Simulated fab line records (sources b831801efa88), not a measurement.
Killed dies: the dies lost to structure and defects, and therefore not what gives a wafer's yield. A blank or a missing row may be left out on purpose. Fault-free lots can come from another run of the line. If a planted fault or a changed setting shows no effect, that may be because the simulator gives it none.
A lot that was struck, set against a sound lot -- flow gf180mcu -- 19 out of 602 route steps
Sound: wafers L462.3, L462.4, L462.6. Wafers struck: L470.1, L470.3, L470.6. Last of all comes the cause.
For every step that has rows: the tool of each side, followed by ch and its chambers, followed by its first start. Under that, the readings that differ: sound wafers -- struck wafers -- difference of the means -- sigmas: that difference in standard deviations of wafers without a fault.
alike: same words and numbers on both sides, and readings whose means sit less than 2 such deviations apart. not compared: any withheld reading, any reading some wafer has no value for, any bound like >300 that may hide the same value, and any number with overlapping values for which the record gives no deviation.
A row with sigmas, a row that says differs or no value, or rows on one side alone: a step with any of these is where the two part. Numbers that don't overlap but have no deviation are shown without sigmas and don't part them. Lack of a reading on every wafer of one side parts them only where that side has two or more wafers.

first, 4 steps without rows for these wafers: GF_V3_ETCH_17 (etches SiO2 in C4F8/O2/Ar, stops on TiN, target depth 635 nm); GF_V3_STRIP_18 (strips in O2/N2); GF_V3_STRIP_19 (strips in post etch residue remover, time 1200 s); GF_V3_CLEAN_20 (cleans in DIW).
GF_V3_SPUTTER_21: material Ti, target thk 15 nm, time 80.02 s.
  struck on pvd-sputter-01, day 25 17:28; sound on pvd-sputter-03, day 23 00:57
  alike: throttle-valve-pct
then, 2 steps without rows for these wafers: GF_V3_SPUTTER_22 (material TiN, target thk 10 nm, time 40 s); GF_V3_CVD_23 (deposits W, target thk 350 nm, time 104.9 s).
GF_V3_RS_MEAS_24: measures by four-point-probe.
  struck on film-metro-01, day 25 17:41; sound on film-metro-02, day 23 01:12
  alike: V3_W_RS
GF_V3_THK_MEAS_25: measures by xrf.
  struck on film-metro-01, day 25 17:48; sound on film-metro-02, day 23 01:18
  alike: V3_W_THK
GF_V3_CMP_26: polishes, stops on SiO2, t overpolish 15 s, target thk 0 nm.
  sound on cmp-02 ch 1,2,3, day 23 01:26; struck on cmp-02 ch 0,1,2, day 25 17:55
  alike: motor-current-A, overpolish-run-s, slurry-filter-dp-kPa, time-to-endpoint-s
then, 1 step without rows for these wafers: GF_M4_SPUTTER_00 (material Ti, target thk 37.5 nm, time 150 s).
GF_M4_SPUTTER_01: material TiN, target thk 30 nm, time 25 s.
  struck on pvd-sputter-02, day 25 18:16; sound on pvd-sputter-04, day 23 01:44
  alike: throttle-valve-pct
GF_M4_SPUTTER_02: material AlCu, target thk 450 nm, time 23.9 s.
  struck on pvd-sputter-02, day 25 18:18; sound on pvd-sputter-04, day 23 01:46
reading,sound,struck,difference,sigmas
model.AlCu_of_M4_SPUTTER_02.thk-nm (nm),443 449.6 444.8,823 823.1 829.8,+379,
  alike: throttle-valve-pct
GF_M4_SPUTTER_03: material Ti, target thk 10 nm, time 6.7 s.
  struck on pvd-sputter-02, day 25 18:20; sound on pvd-sputter-04, day 23 01:48
  alike: throttle-valve-pct
GF_M4_SPUTTER_04: material TiN, target thk 50 nm, time 41.7 s.
  struck on pvd-sputter-02, day 25 18:21; sound on pvd-sputter-04, day 23 01:49
  alike: throttle-valve-pct
GF_M4_RS_MEAS_05: measures by four-point-probe.
  struck on film-metro-04, day 25 18:23; sound on film-metro-02, day 23 01:54
reading,sound,struck,difference,sigmas
M4_ALCU_RS (ohm/sq),0.0709 0.0698 0.0704,0.0380 0.0380 0.0376,-0.0325,-42
GF_M4_THK_MEAS_06: measures by xrf.
  struck on film-metro-04, day 25 18:31; sound on film-metro-02, day 23 02:00
reading,sound,struck,difference,sigmas
M4_ALCU_THK (nm),438 444 442,818 817 821,+377,+65
then, 1 step without rows for these wafers: GF_M4_DEHYDRATE_07 (time 60 s).
-- the record jumps here: 6 days lie between the struck wafers' starts before and after (it left off in module M4 and takes up again in module PASSIVATION, whose first step shown is number 602 of the route) --
GF_PASSIVATION_PROBE_99:
  the record has rows for the struck wafers here (prober-02, day 31 19:23) and none for the sound ones

## WHERE THEY PART
Earliest at GF_M4_RS_MEAS_05; latest, in this record, at GF_PASSIVATION_PROBE_99.

WHY: what the simulator had put in
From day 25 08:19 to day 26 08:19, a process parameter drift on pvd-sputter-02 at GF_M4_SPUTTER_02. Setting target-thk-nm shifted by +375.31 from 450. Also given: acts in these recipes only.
